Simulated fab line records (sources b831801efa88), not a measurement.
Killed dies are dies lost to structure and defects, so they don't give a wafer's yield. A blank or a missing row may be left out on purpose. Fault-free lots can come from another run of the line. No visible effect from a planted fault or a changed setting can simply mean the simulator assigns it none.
Comparing a struck lot with a sound one :: flow sky130 :: 14 out of 708 route steps
Sound: the wafers L328.3, L328.4, L328.6. Wafers struck: L337.1, L337.2, L337.5. The cause is given at the end.
Order at every step that has rows: each side's tool, ch and its chambers, its first start. Under that, the readings that differ: sound wafers :: struck wafers :: difference of the means :: sigmas: that difference in standard deviations of wafers without a fault.
alike: readings whose means differ by less than 2 such deviations, and words and numbers that are the same on both sides. not compared: withheld readings, readings that some wafer has no value for, bounds like >300 that may hide the same value, and numbers for which the record gives no deviation and whose values overlap.
The two part at a step that has a row with sigmas, a row that says differs or no value, or rows on one side only. When numbers do not overlap yet have no deviation, they are printed without sigmas and do not part them. A reading that every wafer of one side lacks parts them only if that side has two wafers or more.

SKY_VIA2_OVL_MEAS_13:
  sound on overlay-02 at day 37 14:59; struck on overlay-02 at day 40 14:32
  alike: VIA2_OVL
SKY_VIA2_ETCH_14: etches BARC in N2/H2, stops on SiO2, time 45.9 s, target depth 60 nm.
  sound on rie-diel-04 ch 0,2, day 37 15:00; struck on rie-diel-02 ch 2,3, day 40 14:35
  alike: drypump-motor-current-A, oes-product-au, throttle-valve-pct
  not compared: rf-hours-counter-h
SKY_VIA2_ETCH_15: etches SiO2 in C4F8/O2/Ar, stops on TiN, target depth 546 nm, time 84 s.
  sound on rie-diel-04 ch 0,2, day 37 15:03; struck on rie-diel-02 ch 2,3, day 40 14:37
  alike: oes-product-au
  not compared: rf-hours-counter-h
SKY_VIA2_STRIP_16: strips in O2/N2.
  sound on plasma-asher-01 ch 0,1, day 37 15:08; struck on plasma-asher-04 ch 0,1, day 40 14:41
  alike: drypump-motor-current-A, oes-product-au, strip-time-to-endpoint-s
  not compared: rf-hours-counter-h
then, 3 steps without rows for these wafers: SKY_VIA2_STRIP_17 (strips in post etch residue remover, time 1200 s); SKY_VIA2_CLEAN_18 (cleans in IPA, time 180 s); SKY_VIA2_CLEAN_19 (cleans in O3/DIW).
SKY_VIA2_SPUTTER_20: material TiN, target thk 20 nm, time 80 s.
  sound on pvd-sputter-01 at day 37 15:42; struck on pvd-sputter-03 at day 40 15:19
  alike: cathode-dc-power-W, throttle-valve-pct
SKY_VIA2_CVD_21: deposits W, target thk 420 nm, time 126.4 s.
  sound on cvd-w-02 ch 0,1, day 37 15:49; struck on cvd-w-01 ch 0,1, day 40 15:23
  alike: heater-power-w
  not compared: since-wet-clean-h
SKY_VIA2_RS_MEAS_22: measurement is done with a four-point probe.
  sound on film-metro-03 at day 37 15:56; struck on film-metro-04 at day 40 15:31
  alike: VIA2_W_RS
SKY_VIA2_THK_MEAS_23: measures by xrf.
  sound on film-metro-03 at day 37 16:02; struck on film-metro-04 at day 40 15:38
  alike: VIA2_W_THK
then, 1 step without rows for these wafers: SKY_VIA2_CMP_24 (polishes, stops on SiO2, t overpolish 20 s, target thk 0 nm).
SKY_METAL3_SPUTTER_00: material Ti, target thk 15 nm, time 10 s.
  sound on pvd-sputter-02 at day 37 16:22; struck on pvd-sputter-01 at day 40 15:59
reading: cathode-dc-power-W (W)
sound: 2999.7 2999.5 3000.1
struck: 3579.9 3582.6 3582.3
difference: +581.8
sigmas: +99 or more

reading: model.Ti_of_METAL3_SPUTTER_00.thk-nm (nm)
sound: 14.94 15.08 14.88
struck: 17.68 18.2 17.82
difference: +2.93
sigmas: 
  alike: throttle-valve-pct
then, 1 step without rows for these wafers: SKY_METAL3_SPUTTER_01 (material TiN, target thk 20 nm, time 16.7 s).

== WHERE THEY PART ==
Only at SKY_METAL3_SPUTTER_00, as far as this record shows.

WHY: whatever the simulator had introduced
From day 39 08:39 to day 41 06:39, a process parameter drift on pvd-sputter-01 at SKY_METAL3_SPUTTER_00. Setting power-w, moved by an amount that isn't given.
